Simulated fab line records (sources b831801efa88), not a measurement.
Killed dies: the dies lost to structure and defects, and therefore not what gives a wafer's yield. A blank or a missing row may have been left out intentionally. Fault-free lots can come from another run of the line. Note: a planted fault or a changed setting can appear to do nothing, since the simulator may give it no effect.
fab line records    flow gf180mcu    part 1 of 2: steps 1 to 33 of 42
[record] lots = 5  wafers = 15  last-day = 33
route steps=602 shown HV_LDD@193
lots that met no fault: taken from a fault-free run of the same line
start-h: hours from the record's opening day to when the first of the lot's shown wafers began    wait-h: hours elapsed since this lot's preceding step    " unchanged from the row above    L1.1+2: a single row standing in for several wafers    - either no value or no given start    * or withheld: withheld    < > ~ a bound
route shown NAME@n: NAME is a module with steps in the file, n the number in the route of the first one    usual: mean/standard deviation of fault-free wafers    same: alike in all rows    chamber/n: place in a boat    sites: each site's reading    _std_site: standard deviation across them    _edge_site: mean of outer sites minus mean of inner sites    radius-mm: how far each site lies from the wafer's centre    mask NAME#n: copy n    behind: the tool/chamber that last shaped the wafer    hold: why the lot was held/for how many hours/how that ended    device: whichever transistor did not switch (one of n, p or np)    end of line: the tests these same wafers got at the end of their route    step lacking rows: just its recipe    killed: not the wafer's yield, but the dies lost to structure and defects at the first sort    map: a wafer's dies, x killed, . not, _ none there
set.NAME: the setting as run; set.NAME@STEP: as run at that earlier step    model.NAME: the simulator's own value behind a step, which no gauge read
a table for each step, a row for each wafer; lots at some steps of the route
services: a tool's chamber out of use, with start hour (start-h, from the record's first day; less than 0 if before it), hours out, and reason
[[steps]]
[step GF_HV_LDD_PEB_17]
[recipe] temp-c = withheld  time-s = *  resist = NOVOLAK
[same] time-s = *
lot.wafer   tool            chamber  start-h  wait-h
L081.2+4+6  litho-track-04  0        -        -
L082.1+2+6  litho-track-04  0        -        -
L088.1+3+4  litho-track-01  0        -        -
L090.1+4+6  litho-track-01  0        -        -
L096.1+4+6  litho-track-04  0        -        -
[step GF_HV_LDD_DEVELOP_18]
[recipe] develop-time-s = 60  dev-temp-c = 23
[usual] developer-temp-C = 22.99/0.098
lot.wafer  tool            chamber  start-h  wait-h  developer-temp-C
L081.2     litho-track-04  0        287.47   0.1     23.06
L081.4     "               0        "        "       22.97
L081.6     "               0        "        "       22.89
L082.1     litho-track-04  0        299.30   0.1     23.04
L082.2     "               0        "        "       23.09
L082.6     "               0        "        "       23.05
L088.1     litho-track-01  0        350.68   0.1     22.86
L088.3     "               0        "        "       22.96
L088.4     "               0        "        "       22.96
L090.1     litho-track-01  0        363.23   0.1     23.08
L090.4     "               0        "        "       22.86
L090.6     "               0        "        "       22.88
L096.1     litho-track-04  0        404.39   0.1     22.98
L096.4     "               0        "        "       23.07
L096.6     "               0        "        "       23.00
[step GF_HV_LDD_CD_MEAS_19]
[recipe] target-cd-nm = 400
[usual] cd-nm = 399.8/2.6
lot.wafer  tool       chamber  start-h  wait-h  cd-nm
L081.2     cd-sem-02  -        287.62   0.1     400.9
L081.4     "          -        "        "       398.7
L081.6     "          -        "        "       402.6
L082.1     cd-sem-01  -        299.45   0.1     402.0
L082.2     "          -        "        "       401.0
L082.6     "          -        "        "       402.4
L088.1     cd-sem-02  -        350.87   0.2     399.2
L088.3     "          -        "        "       399.9
L088.4     "          -        "        "       399.1
L090.1     cd-sem-02  -        363.38   0.1     403.0
L090.4     "          -        "        "       403.1
L090.6     "          -        "        "       400.4
L096.1     cd-sem-01  -        404.56   0.1     400.4
L096.4     "          -        "        "       397.7
L096.6     "          -        "        "       399.2
[step GF_HV_LDD_OVL_MEAS_20]
[usual] HV_LDD_01_OVL = -0.2/1.4
lot.wafer  tool        chamber  start-h  wait-h  HV_LDD_01_OVL[nm]
L081.2     overlay-01  -        287.72   0.1     -0.2
L081.4     "           -        "        "       -0.7
L081.6     "           -        "        "       -1.3
L082.1     overlay-01  -        299.57   0.1     -0.6
L082.2     "           -        "        "       0.4
L082.6     "           -        "        "       -2.6
L088.1     overlay-02  -        350.99   0.1     -1.9
L088.3     "           -        "        "       -2.0
L088.4     "           -        "        "       -2.1
L090.1     overlay-02  -        363.50   0.1     -1.0
L090.4     "           -        "        "       -1.7
L090.6     "           -        "        "       -1.5
L096.1     overlay-02  -        404.68   0.1     0.4
L096.4     "           -        "        "       0.1
L096.6     "           -        "        "       0.1
[step GF_HV_LDD_IMPLANT_21]
[recipe] species = BF2  energy-kev = 25  dose-cm2 = 4.73e+13  tilt-deg = 7
lot.wafer   tool          chamber  start-h  wait-h
L081.2+4+6  implanter-04  0        287.78   0.0
L082.1+2+6  implanter-02  0        299.60   0.0
L088.1+3+4  implanter-04  0        351.03   0.0
L090.1+4+6  implanter-04  0        363.53   0.0
L096.1+4+6  implanter-01  0        404.72   0.0
[step GF_HV_LDD_STRIP_22]
[recipe] chemistry = O2/N2  power-w = 1400  pressure-mtorr = 1500  platen-temp-c = 250  o2-flow-sccm = 3000  n2-flow-sccm = 300  overash-fraction = 0.5
[usual] drypump-motor-current-A = 5.8/0.53  heater-power-w = 326/20  oes-product-au = 0.715/0.0043  strip-time-to-endpoint-s = 12.63/0.031
lot.wafer  tool             chamber  start-h  wait-h  drypump-motor-current-A  heater-power-w  oes-product-au  rf-hours-counter-h  strip-time-to-endpoint-s
L081.2     plasma-asher-03  1        287.90   0.1     6.8                      359             0.715           49                  12.63
L081.4     "                0        "        "       5.7                      306             0.719           -                   12.66
L081.6     "                1        "        "       6.8                      351             0.716           -                   12.61
L082.1     plasma-asher-04  1        299.75   0.1     5.4                      319             0.710           17                  12.59
L082.2     "                0        "        "       5.5                      308             0.723           17                  12.62
L082.6     "                1        "        "       5.4                      312             0.719           -                   12.63
L088.1     plasma-asher-04  0        351.18   0.1     5.5                      316             0.710           23                  12.63
L088.3     "                0        "        "       5.5                      304             0.708           -                   12.66
L088.4     "                1        "        "       5.4                      317             0.724           -                   12.65
L090.1     plasma-asher-04  0        363.68   0.1     5.5                      306             0.715           24                  12.60
L090.4     "                0        "        "       5.5                      312             0.710           -                   12.59
L090.6     "                1        "        "       5.4                      319             0.714           -                   12.64
L096.1     plasma-asher-03  0        404.87   0.1     5.8                      308             0.722           62                  12.64
L096.4     "                1        "        "       6.8                      354             0.711           -                   12.65
L096.6     "                1        "        "       6.8                      354             0.708           -                   12.62
[step GF_HV_LDD_TW_MEAS_23]
[usual] HV_LDD_2_TW = 1032/11
lot.wafer  tool           chamber  start-h  wait-h  HV_LDD_2_TW
L081.2     film-metro-03  -        288.06   0.1     1043
L081.4     "              -        "        "       1040
L081.6     "              -        "        "       1037
L082.1     film-metro-03  -        299.85   0.1     1043
L082.2     "              -        "        "       1039
L082.6     "              -        "        "       1042
L088.1     film-metro-02  -        351.28   0.1     1019
L088.3     "              -        "        "       1021
L088.4     "              -        "        "       1017
L090.1     film-metro-02  -        363.78   0.1     1018
L090.4     "              -        "        "       1011
L090.6     "              -        "        "       1016
L096.1     film-metro-03  -        404.97   0.1     1041
L096.4     "              -        "        "       1044
L096.6     "              -        "        "       1040
[step GF_HV_LDD_DEHYDRATE_24]
[recipe] temp-c = 200  time-s = 60
[same] time-s = 60
lot.wafer   tool            chamber  start-h  wait-h
L081.2+4+6  litho-track-02  0        297.38   9.3
L082.1+2+6  litho-track-01  0        309.38   9.5
L088.1+3+4  litho-track-01  0        361.13   9.8
L090.1+4+6  litho-track-04  0        374.19   10.4
L096.1+4+6  litho-track-01  0        415.78   10.8
[step GF_HV_LDD_HMDS_25]
[recipe] prime-time-s = 60  prime-temp-c = 120
lot.wafer   tool            chamber  start-h  wait-h
L081.2+4+6  litho-track-02  0        297.53   0.1
L082.1+2+6  litho-track-01  0        309.53   0.1
L088.1+3+4  litho-track-01  0        361.28   0.1
L090.1+4+6  litho-track-04  0        374.34   0.1
L096.1+4+6  litho-track-01  0        415.93   0.1
[step GF_HV_LDD_COAT_26]
[recipe] resist = NOVOLAK  spin-rpm = 3000  resist-thk-nm = 1000
[usual] dispense-pressure-kPa = 53.1/1.1
lot.wafer  tool            chamber  start-h  wait-h  dispense-pressure-kPa
L081.2     litho-track-02  0        297.68   0.1     51.6
L081.4     "               0        "        "       51.7
L081.6     "               0        "        "       51.6
L082.1     litho-track-01  0        309.68   0.1     54.2
L082.2     "               0        "        "       54.1
L082.6     "               0        "        "       54.1
L088.1     litho-track-01  0        361.43   0.1     54.1
L088.3     "               0        "        "       54.1
L088.4     "               0        "        "       54.1
L090.1     litho-track-04  0        374.49   0.1     53.4
L090.4     "               0        "        "       53.4
L090.6     "               0        "        "       53.4
L096.1     litho-track-01  0        416.08   0.1     54.2
L096.4     "               0        "        "       54.1
L096.6     "               0        "        "       54.1
[step GF_HV_LDD_SOFTBAKE_27]
[recipe] temp-c = 90  time-s = 60  resist = NOVOLAK
[same] time-s = 60
lot.wafer   tool            chamber  start-h  wait-h
L081.2+4+6  litho-track-02  0        297.83   0.1
L082.1+2+6  litho-track-01  0        309.83   0.1
L088.1+3+4  litho-track-01  0        361.58   0.1
L090.1+4+6  litho-track-04  0        374.64   0.1
L096.1+4+6  litho-track-01  0        416.23   0.1
[step GF_HV_LDD_EXPOSE_28]
[recipe] mask-id = Nplus_HV_AREA  target-cd-nm = 400  na = 0.6  source-shape = conventional  sigma-outer = 0.6  dose-mj = 140
lot.wafer   tool              chamber  start-h  wait-h  mask
L081.2+4+6  iline-stepper-01  0        -        -       Nplus_HV_AREA#0
L082.1+2+6  iline-stepper-02  0        -        -       Nplus_HV_AREA#0
L088.1+3+4  iline-stepper-02  0        -        -       Nplus_HV_AREA#0
L090.1+4+6  iline-stepper-01  0        -        -       Nplus_HV_AREA#0
L096.1+4+6  iline-stepper-01  0        -        -       Nplus_HV_AREA#0
[step GF_HV_LDD_PEB_29]
[recipe] temp-c = withheld  time-s = *  resist = NOVOLAK
[same] time-s = *
lot.wafer   tool            chamber  start-h  wait-h
L081.2+4+6  litho-track-04  0        -        -
L082.1+2+6  litho-track-01  0        -        -
L088.1+3+4  litho-track-04  0        -        -
L090.1+4+6  litho-track-01  0        -        -
L096.1+4+6  litho-track-02  0        -        -
[step GF_HV_LDD_DEVELOP_30]
[recipe] develop-time-s = 60  dev-temp-c = 23
[usual] developer-temp-C = 22.98/0.1
lot.wafer  tool            chamber  start-h  wait-h  developer-temp-C
L081.2     litho-track-04  0        308.12   0.1     22.92
L081.4     "               0        "        "       22.88
L081.6     "               0        "        "       23.03
L082.1     litho-track-01  0        320.28   0.1     23.09
L082.2     "               0        "        "       23.08
L082.6     "               0        "        "       22.97
L088.1     litho-track-04  0        371.49   0.1     23.00
L088.3     "               0        "        "       23.05
L088.4     "               0        "        "       22.89
L090.1     litho-track-01  0        385.73   0.1     23.16
L090.4     "               0        "        "       23.09
L090.6     "               0        "        "       23.07
L096.1     litho-track-02  0        428.55   0.1     22.95
L096.4     "               0        "        "       22.90
L096.6     "               0        "        "       22.94
[step GF_HV_LDD_CD_MEAS_31]
[recipe] target-cd-nm = 400
[usual] cd-nm = 399.7/2.4
lot.wafer  tool       chamber  start-h  wait-h  cd-nm
L081.2     cd-sem-02  -        308.27   0.1     399.5
L081.4     "          -        "        "       400.9
L081.6     "          -        "        "       398.9
L082.1     cd-sem-02  -        320.43   0.1     401.4
L082.2     "          -        "        "       402.0
L082.6     "          -        "        "       403.3
L088.1     cd-sem-02  -        371.64   0.1     393.2
L088.3     "          -        "        "       393.3
L088.4     "          -        "        "       392.9
L090.1     cd-sem-01  -        385.88   0.1     402.4
L090.4     "          -        "        "       401.3
L090.6     "          -        "        "       401.6
L096.1     cd-sem-02  -        428.70   0.1     399.6
L096.4     "          -        "        "       401.0
L096.6     "          -        "        "       402.1
[step GF_HV_LDD_OVL_MEAS_32]
[usual] HV_LDD_02_OVL = 0.8/1.1
lot.wafer  tool        chamber  start-h  wait-h  HV_LDD_02_OVL[nm]
L081.2     overlay-01  -        308.37   0.1     2.8
L081.4     "           -        "        "       1.0
L081.6     "           -        "        "       0.4
L082.1     overlay-01  -        320.55   0.1     1.6
L082.2     "           -        "        "       1.0
L082.6     "           -        "        "       1.4
L088.1     overlay-01  -        371.76   0.1     -0.1
L088.3     "           -        "        "       0.2
L088.4     "           -        "        "       -0.2
L090.1     overlay-01  -        386.00   0.1     1.5
L090.4     "           -        "        "       1.7
L090.6     "           -        "        "       1.7
L096.1     overlay-02  -        428.82   0.1     -0.7
L096.4     "           -        "        "       1.1
L096.6     "           -        "        "       0.8
[step GF_HV_LDD_IMPLANT_33]
[recipe] species = P  energy-kev = 60  dose-cm2 = 7.5e+12  tilt-deg = 30  rotation-deg = 0
lot.wafer   tool          chamber  start-h  wait-h
L081.2+4+6  implanter-01  0        308.43   0.0
L082.1+2+6  implanter-01  0        320.58   0.0
L088.1+3+4  implanter-01  0        371.80   0.0
L090.1+4+6  implanter-01  0        386.03   0.0
L096.1+4+6  implanter-01  0        428.85   0.0
[step GF_HV_LDD_IMPLANT_34]
[recipe] species = P  energy-kev = 60  dose-cm2 = 7.366e+12  tilt-deg = 30  rotation-deg = 90
lot.wafer   tool          chamber  start-h  wait-h
L081.2+4+6  implanter-01  0        308.58   0.1
L082.1+2+6  implanter-01  0        320.73   0.1
L088.1+3+4  implanter-01  0        371.95   0.1
L090.1+4+6  implanter-01  0        386.18   0.1
L096.1+4+6  implanter-01  0        429.00   0.1
[step GF_HV_LDD_IMPLANT_35]
[recipe] species = P  energy-kev = 60  dose-cm2 = 7.5e+12  tilt-deg = 30  rotation-deg = 180
lot.wafer   tool          chamber  start-h  wait-h
L081.2+4+6  implanter-01  0        308.73   0.1
L082.1+2+6  implanter-01  0        320.88   0.1
L088.1+3+4  implanter-01  0        372.10   0.1
L090.1+4+6  implanter-01  0        386.33   0.1
L096.1+4+6  implanter-01  0        429.15   0.1
[step GF_HV_LDD_IMPLANT_36]
[recipe] species = P  energy-kev = 60  dose-cm2 = 7.5e+12  tilt-deg = 30  rotation-deg = 270
lot.wafer   tool          chamber  start-h  wait-h
L081.2+4+6  implanter-01  0        308.88   0.1
L082.1+2+6  implanter-01  0        321.03   0.1
L088.1+3+4  implanter-01  0        372.25   0.1
L090.1+4+6  implanter-01  0        386.48   0.1
L096.1+4+6  implanter-01  0        429.30   0.1
[step GF_HV_LDD_STRIP_37]
[recipe] chemistry = O2/N2  power-w = 1400  pressure-mtorr = 1500  platen-temp-c = 250  o2-flow-sccm = 3000  n2-flow-sccm = 300  overash-fraction = 0.5
[usual] drypump-motor-current-A = 5.8/0.48  heater-power-w = 327/20  oes-product-au = 0.716/0.0047  strip-time-to-endpoint-s = 12.62/0.035
lot.wafer  tool             chamber  start-h  wait-h  drypump-motor-current-A  heater-power-w  oes-product-au  rf-hours-counter-h  strip-time-to-endpoint-s
L081.2     plasma-asher-03  0        309.00   0.1     5.8                      315             0.719           52                  12.64
L081.4     "                1        "        "       6.8                      350             0.727           -                   12.68
L081.6     "                1        "        "       6.8                      356             0.716           -                   12.63
L082.1     plasma-asher-03  1        321.18   0.1     6.8                      350             0.719           53                  12.64
L082.2     "                0        "        "       5.8                      306             0.719           53                  12.67
L082.6     "                1        "        "       6.8                      348             0.717           -                   12.66
L088.1     plasma-asher-03  1        372.40   0.1     6.8                      354             0.717           58                  12.62
L088.3     "                1        "        "       6.8                      355             0.717           -                   12.61
L088.4     "                0        "        "       5.8                      306             0.721           -                   12.60
L090.1     plasma-asher-01  1        386.63   0.1     5.3                      357             0.712           75                  12.60
L090.4     "                0        "        "       5.7                      318             0.722           -                   12.61
L090.6     "                1        "        "       5.3                      354             0.710           -                   12.60
L096.1     plasma-asher-04  0        429.48   0.2     5.5                      308             0.714           31                  12.65
L096.4     "                1        "        "       5.4                      313             0.707           -                   12.69
L096.6     "                0        "        "       5.5                      308             0.710           -                   12.70
[step GF_HV_LDD_TW_MEAS_38]
[usual] HV_LDD_3_TW = 1429/14
lot.wafer  tool           chamber  start-h  wait-h  HV_LDD_3_TW
L081.2     film-metro-03  -        309.11   0.1     1439
L081.4     "              -        "        "       1439
L081.6     "              -        "        "       1446
L082.1     film-metro-02  -        321.28   0.1     1421
L082.2     "              -        "        "       1422
L082.6     "              -        "        "       1428
L088.1     film-metro-01  -        372.50   0.1     1445
L088.3     "              -        "        "       1438
L088.4     "              -        "        "       1441
L090.1     film-metro-03  -        386.73   0.1     1436
L090.4     "              -        "        "       1442
L090.6     "              -        "        "       1442
L096.1     film-metro-02  -        429.58   0.1     1398
L096.4     "              -        "        "       1403
L096.6     "              -        "        "       1396
[step GF_HV_LDD_DEHYDRATE_39]
[recipe] temp-c = 200  time-s = 60
[same] time-s = 60
lot.wafer   tool            chamber  start-h  wait-h
L081.2+4+6  litho-track-04  0        318.57   9.4
L082.1+2+6  litho-track-01  0        330.68   9.4
L088.1+3+4  litho-track-02  0        382.25   9.7
L090.1+4+6  litho-track-02  0        397.55   10.8
L096.1+4+6  litho-track-01  0        440.53   10.9
[step GF_HV_LDD_HMDS_40]
[recipe] prime-time-s = 60  prime-temp-c = 120
lot.wafer   tool            chamber  start-h  wait-h
L081.2+4+6  litho-track-04  0        318.72   0.1
L082.1+2+6  litho-track-01  0        330.83   0.1
L088.1+3+4  litho-track-02  0        382.40   0.1
L090.1+4+6  litho-track-02  0        397.70   0.1
L096.1+4+6  litho-track-01  0        440.68   0.1
[step GF_HV_LDD_COAT_41]
[recipe] resist = NOVOLAK  spin-rpm = 3000  resist-thk-nm = 1000
[usual] dispense-pressure-kPa = 52.9/1.1
lot.wafer  tool            chamber  start-h  wait-h  dispense-pressure-kPa
L081.2     litho-track-04  0        318.87   0.1     53.4
L081.4     "               0        "        "       53.4
L081.6     "               0        "        "       53.4
L082.1     litho-track-01  0        330.98   0.1     54.2
L082.2     "               0        "        "       54.2
L082.6     "               0        "        "       54.2
L088.1     litho-track-02  0        382.55   0.1     51.6
L088.3     "               0        "        "       51.6
L088.4     "               0        "        "       51.6
L090.1     litho-track-02  0        397.85   0.1     51.6
L090.4     "               0        "        "       51.6
L090.6     "               0        "        "       51.6
L096.1     litho-track-01  0        440.83   0.1     54.2
L096.4     "               0        "        "       54.2
L096.6     "               0        "        "       54.2
[step GF_HV_LDD_SOFTBAKE_42]
[recipe] temp-c = 90  time-s = 60  resist = NOVOLAK
[same] time-s = 60
lot.wafer   tool            chamber  start-h  wait-h
L081.2+4+6  litho-track-04  0        319.02   0.1
L082.1+2+6  litho-track-01  0        331.13   0.1
L088.1+3+4  litho-track-02  0        382.70   0.1
L090.1+4+6  litho-track-02  0        398.00   0.1
L096.1+4+6  litho-track-01  0        440.98   0.1
[step GF_HV_LDD_EXPOSE_43]
[recipe] mask-id = Pplus_HV_AREA  target-cd-nm = 400  na = 0.6  source-shape = conventional  sigma-outer = 0.6  dose-mj = 140
lot.wafer   tool              chamber  start-h  wait-h  mask
L081.2+4+6  iline-stepper-01  0        -        -       Pplus_HV_AREA#0
L082.1+2+6  iline-stepper-01  0        -        -       Pplus_HV_AREA#0
L088.1+3+4  iline-stepper-01  0        -        -       Pplus_HV_AREA#0
L090.1+4+6  iline-stepper-02  0        -        -       Pplus_HV_AREA#0
L096.1+4+6  iline-stepper-02  0        -        -       Pplus_HV_AREA#0
[step GF_HV_LDD_PEB_44]
[recipe] temp-c = withheld  time-s = *  resist = NOVOLAK
[same] time-s = *
lot.wafer   tool            chamber  start-h  wait-h
L081.2+4+6  litho-track-04  0        -        -
L082.1+2+6  litho-track-01  0        -        -
L088.1+3+4  litho-track-04  0        -        -
L090.1+4+6  litho-track-01  0        -        -
L096.1+4+6  litho-track-04  0        -        -
[step GF_HV_LDD_DEVELOP_45]
[recipe] develop-time-s = 60  dev-temp-c = 23
[usual] developer-temp-C = 22.97/0.12
lot.wafer  tool            chamber  start-h  wait-h  developer-temp-C
L081.2     litho-track-04  0        328.82   0.1     23.14
L081.4     "               0        "        "       23.08
L081.6     "               0        "        "       22.96
L082.1     litho-track-01  0        341.48   0.1     23.00
L082.2     "               0        "        "       23.17
L082.6     "               0        "        "       23.14
L088.1     litho-track-04  0        393.34   0.1     23.20
L088.3     "               0        "        "       23.07
L088.4     "               0        "        "       23.07
L090.1     litho-track-01  0        409.63   0.1     22.85
L090.4     "               0        "        "       22.80
L090.6     "               0        "        "       22.91
L096.1     litho-track-04  0        453.64   0.1     22.71
L096.4     "               0        "        "       22.76
L096.6     "               0        "        "       22.93
[step GF_HV_LDD_CD_MEAS_46]
[recipe] target-cd-nm = 400
[usual] cd-nm = 400.4/2.2
lot.wafer  tool       chamber  start-h  wait-h  cd-nm
L081.2     cd-sem-01  -        328.96   0.1     398.1
L081.4     "          -        "        "       398.8
L081.6     "          -        "        "       396.7
L082.1     cd-sem-02  -        341.63   0.1     398.2
L082.2     "          -        "        "       398.1
L082.6     "          -        "        "       399.1
L088.1     cd-sem-01  -        393.49   0.1     401.4
L088.3     "          -        "        "       401.3
L088.4     "          -        "        "       403.7
L090.1     cd-sem-02  -        409.78   0.1     401.5
L090.4     "          -        "        "       398.6
L090.6     "          -        "        "       399.6
L096.1     cd-sem-01  -        453.79   0.1     398.8
L096.4     "          -        "        "       398.6
L096.6     "          -        "        "       399.3
[step GF_HV_LDD_OVL_MEAS_47]
[usual] HV_LDD_03_OVL = -0.1/1.2
lot.wafer  tool        chamber  start-h  wait-h  HV_LDD_03_OVL[nm]
L081.2     overlay-02  -        329.07   0.1     -1.9
L081.4     "           -        "        "       -0.6
L081.6     "           -        "        "       -3.4
L082.1     overlay-02  -        341.75   0.1     -0.6
L082.2     "           -        "        "       -0.1
L082.6     "           -        "        "       -0.5
L088.1     overlay-01  -        393.61   0.1     -0.6
L088.3     "           -        "        "       0.1
L088.4     "           -        "        "       -1.1
L090.1     overlay-01  -        409.90   0.1     1.8
L090.4     "           -        "        "       0.2
L090.6     "           -        "        "       2.4
L096.1     overlay-02  -        453.91   0.1     -0.5
L096.4     "           -        "        "       -1.1
L096.6     "           -        "        "       -0.5
[step GF_HV_LDD_IMPLANT_48]
[recipe] species = B  energy-kev = 25  dose-cm2 = 3e+13  tilt-deg = 7
lot.wafer   tool          chamber  start-h  wait-h
L081.2+4+6  implanter-02  0        329.13   0.0
L082.1+2+6  implanter-01  0        341.78   0.0
L088.1+3+4  implanter-01  0        393.65   0.0
L090.1+4+6  implanter-01  0        409.93   0.0
L096.1+4+6  implanter-01  0        453.95   0.0
[step GF_HV_LDD_STRIP_49]
[recipe] chemistry = O2/N2  power-w = 1400  pressure-mtorr = 1500  platen-temp-c = 250  o2-flow-sccm = 3000  n2-flow-sccm = 300  overash-fraction = 0.5
[usual] drypump-motor-current-A = 5.8/0.51  heater-power-w = 330/21  oes-product-au = 0.716/0.0041  strip-time-to-endpoint-s = 12.62/0.04
lot.wafer  tool             chamber  start-h  wait-h  drypump-motor-current-A  heater-power-w  oes-product-au  rf-hours-counter-h  strip-time-to-endpoint-s
L081.2     plasma-asher-01  1        329.25   0.1     5.3                      352             0.707           69                  12.67
L081.4     "                0        "        "       5.7                      321             0.716           -                   12.66
L081.6     "                1        "        "       5.3                      361             0.722           -                   12.65
L082.1     plasma-asher-03  1        341.93   0.1     6.8                      348             0.713           55                  12.62
L082.2     "                0        "        "       5.8                      317             0.711           55                  12.69
L082.6     "                0        "        "       5.8                      312             0.712           -                   12.63
L088.1     plasma-asher-03  0        393.80   0.1     5.8                      317             0.719           61                  12.62
L088.3     "                1        "        "       6.8                      359             0.714           -                   12.59
L088.4     "                0        "        "       5.8                      315             0.716           -                   12.57
L090.1     plasma-asher-01  1        410.08   0.1     5.3                      360             0.712           78                  12.60
L090.4     "                0        "        "       5.7                      311             0.703           -                   12.61
L090.6     "                0        "        "       5.7                      323             0.715           -                   12.64
L096.1     plasma-asher-01  1        454.10   0.1     5.3                      345             0.718           3                   12.64
L096.4     "                0        "        "       5.7                      303             0.715           -                   12.62
L096.6     "                1        "        "       5.3                      349             0.717           -                   12.60
